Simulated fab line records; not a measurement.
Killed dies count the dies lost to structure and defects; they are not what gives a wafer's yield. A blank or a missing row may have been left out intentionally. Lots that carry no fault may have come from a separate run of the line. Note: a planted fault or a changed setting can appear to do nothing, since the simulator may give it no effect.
Struck lot and sound lot, side by side	flow sky130	35 steps out of a route of 708
Sound: wafers L899.1, L899.3, L899.6. The struck wafers were L890.2, L890.3, L890.4. Last of all comes the cause.
At each step with rows: each side's tool, then ch and its chambers, then its first start. Under that, the readings that differ: sound wafers	struck wafers	difference of the means	sigmas: that difference in standard deviations of wafers without a fault.
alike: readings with means less than 2 such deviations apart, plus words and numbers identical on both sides. not compared: withheld readings, readings lacking a value on some wafer, bounds such as >300 that could conceal the same value, and numbers that have no deviation in the record and whose values overlap.
Wherever a step has rows on one side only, a row that says differs or no value, or a row with sigmas, the two part there. Numbers that don't overlap but have no deviation are shown without sigmas and don't part them. A reading missing from all wafers of one side parts the sides only when that side holds two or more wafers.

first, 10 steps without rows for these wafers: SKY_METAL1_DEHYDRATE_07 (time 60 s); SKY_METAL1_HMDS_08 (prime time 60 s); SKY_METAL1_COAT_09 (resist thk 60 nm); SKY_METAL1_COAT_10 (resist thk 450 nm); SKY_METAL1_SOFTBAKE_11 (time 90 s); SKY_METAL1_EXPOSE_12 (exposes mask MM1, target cd 140 nm); SKY_METAL1_PEB_13; SKY_METAL1_DEVELOP_14 (develop time 60 s); SKY_METAL1_DESCUM_17 (chemistry O2, time 8 s); SKY_METAL1_ETCH_18 (etches BARC in N2/H2, stops on SiO2, time 45.9 s, target depth 60 nm).
SKY_METAL1_METAL_ETCH_19: etches the open film in Cl2/BCl3, stops on SiO2, target depth 360 nm, time 78 s.
  sound on rie-metal-03 ch 0,1, day 39 10:08; struck on rie-metal-03 ch 0,1, day 36 22:25
  alike: drypump-motor-current-A, he-backside-leak-sccm, oes-product-au, throttle-valve-pct
  not compared: rf-hours-counter-h
then, 23 steps without rows for these wafers: SKY_METAL1_STRIP_20 (strips in O2/N2); SKY_METAL1_STRIP_21 (strips in post etch residue remover, time 1200 s); SKY_METAL1_CLEAN_22 (cleans in IPA, time 180 s); SKY_METAL1_CLEAN_23 (cleans in O3/DIW); SKY_VIA1_HDPCVD_00 (deposits SiO2, target thk 1030 nm, time 171.7 s); SKY_VIA1_CMP_02 (polishes SiO2); SKY_VIA1_DEHYDRATE_04 (time 60 s); SKY_VIA1_HMDS_05 (prime time 60 s); SKY_VIA1_COAT_06 (resist thk 60 nm); SKY_VIA1_COAT_07 (resist thk 450 nm); SKY_VIA1_SOFTBAKE_08 (time 90 s); SKY_VIA1_EXPOSE_09 (exposes mask VIM, target cd 150 nm); SKY_VIA1_PEB_10; SKY_VIA1_DEVELOP_11 (develop time 58.2 s); SKY_VIA1_ETCH_14 (etches BARC in N2/H2, stops on SiO2, time 45.9 s, target depth 60 nm); SKY_VIA1_ETCH_15 (etches SiO2 in C4F8/O2/Ar, stops on TiN, target depth 351 nm, time 54 s); SKY_VIA1_STRIP_16 (strips in O2/N2); SKY_VIA1_STRIP_17 (strips in post etch residue remover, time 1200 s); SKY_VIA1_CLEAN_18 (cleans in IPA, time 180 s); SKY_VIA1_CLEAN_19 (cleans in O3/DIW); SKY_VIA1_SPUTTER_20 (material TiN, target thk 20 nm, time 80 s); SKY_VIA1_CVD_21 (deposits W, target thk 270 nm, time 80.902 s); SKY_VIA1_CMP_24 (polishes, stops on SiO2, t overpolish 15 s, target thk 0 nm).
-- the record jumps here: 12 days lie between the struck wafers' starts before and after (it left off in module VIA1 and takes up again in module PAD_OPEN, whose first step shown is number 708 of the route) --
SKY_PAD_OPEN_PROBE_99:
  struck on prober-02, day 48 23:40; sound on prober-01, day 50 20:52
reading	sound	struck	difference	sigmas
defect-limited-yield (%)	80.1 85.6 85.2	72.2 73.4 74.8	-10.2	-6
killed_at_M0_to_M3	48 43 39	100 95 92	+52	+8
killed-dies	98 71 73	137 131 124	+50	+6
sort_bin_3_pad_short (%)	1.2 0.2 1.0	3.9 2.2 2.0	+1.9	+5
sort_bin_5_function (%)	10.6 10.2 8.9	17.9 16.5 15.2	+6.6	+4
sort-n-pass	394 421 419	355 361 368	-50	-6
sort-yield-pct (%)	80.1 85.6 85.2	72.2 73.4 74.8	-10.2	-6
model.etest.tester.sort-n-pass	394 421 419	355 361 368	-50	
model.etest.tester.sort-yield-pct (%)	80.08 85.57 85.16	72.15 73.37 74.8	-10.16	
model.etest.tester.sort_bin_5_pct (%)	10.57 10.16 8.943	17.89 16.46 15.24	+6.64	
model.etest.tester.sort_bin_3_pct (%)	1.22 0.2033 1.016	3.862 2.236 2.033	+1.897	
  alike: killed_at_M4_up, killed-at-contacts, killed-at-front-end, killed-open, killed-short, sort_bin_6_memory

## WHERE THEY PART
SKY_PAD_OPEN_PROBE_99 only, going by this record.

WHY: what the simulator had put in
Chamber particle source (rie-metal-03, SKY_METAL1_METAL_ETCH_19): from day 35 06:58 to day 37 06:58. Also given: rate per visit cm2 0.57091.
